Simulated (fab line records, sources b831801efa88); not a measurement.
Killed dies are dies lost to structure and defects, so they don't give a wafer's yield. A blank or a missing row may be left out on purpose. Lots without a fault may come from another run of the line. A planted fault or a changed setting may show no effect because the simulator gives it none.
Chamber matching | flow sky130 | SKY_LI_CONTACT_CMP_24 on cmp-01: 4 sister chambers
The step polishes, stops on PSG, t overpolish 20 s, target thk 0 nm. 8 wafers are shown with their chamber, then 11 later ones without.

WAFERS WITH THEIR CHAMBER
wafer  | chamber | motor_current_A (A) | overpolish_run_s (s)
L088.5 | 3       | 9.4                 | 19.992
L088.6 | 2       | 11.6                | 19.982
L090.3 | 3       | 9.3                 | 19.992
L090.4 | 2       | 10.9                | 20.006
L089.1 | 1       | 13.8                | 19.993
L089.3 | 0       | 10.9                | 19.985
L089.6 | 1       | 13.6                | 20.009
L092.4 | 0       | 10.0                | 20.009

WAFERS WITHOUT THEIR CHAMBER
wafer  | motor_current_A (A) | overpolish_run_s (s)
L092.5 | 9.2                 | 19.982
L092.6 | 11.4                | 19.997
L093.2 | 13.7                | 19.997
L093.5 | 11.9                | 20.002
L093.6 | 9.1                 | 19.990
L095.1 | 9.0                 | 19.985
L095.2 | 10.5                | 19.989
L095.5 | 10.8                | 20.009
L096.1 | 10.5                | 19.992
L096.3 | 13.7                | 19.986
L096.4 | 11.9                | 20.002

WHICH CHAMBER EACH WENT THROUGH
wafer  | from the rows above     | in truth
L092.5 | 3                       | 3
L092.6 | can't be placed: 2 or 0 | 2
L093.2 | 1                       | 1
L093.5 | can't be placed: 2 or 0 | 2
L093.6 | 3                       | 3
L095.1 | 3                       | 3
L095.2 | can't be placed: 0 or 2 | 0
L095.5 | can't be placed: 0 or 2 | 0
L096.1 | can't be placed: 0 or 2 | 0
L096.3 | 1                       | 1
L096.4 | can't be placed: 2 or 0 | 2
Placed correctly: 5 of 11. Can't be placed from these rows: 6 (the true chamber is among the candidates in 6). Placed wrongly: 0.
How it was worked out, from the rows above alone: a wafer's distance from a chamber is the root of the sum, over the readings, of the square of ((its reading less the chamber's mean) divided by the reading's scatter). The wafer belongs to the nearest chamber; if the next one is less than 2 further off, it can't be placed. A chamber's mean is the mean of its shown wafers. The scatter: the root of (the sum of the squares of (reading less its chamber's mean) over the shown wafers, divided by (wafers less chambers)).
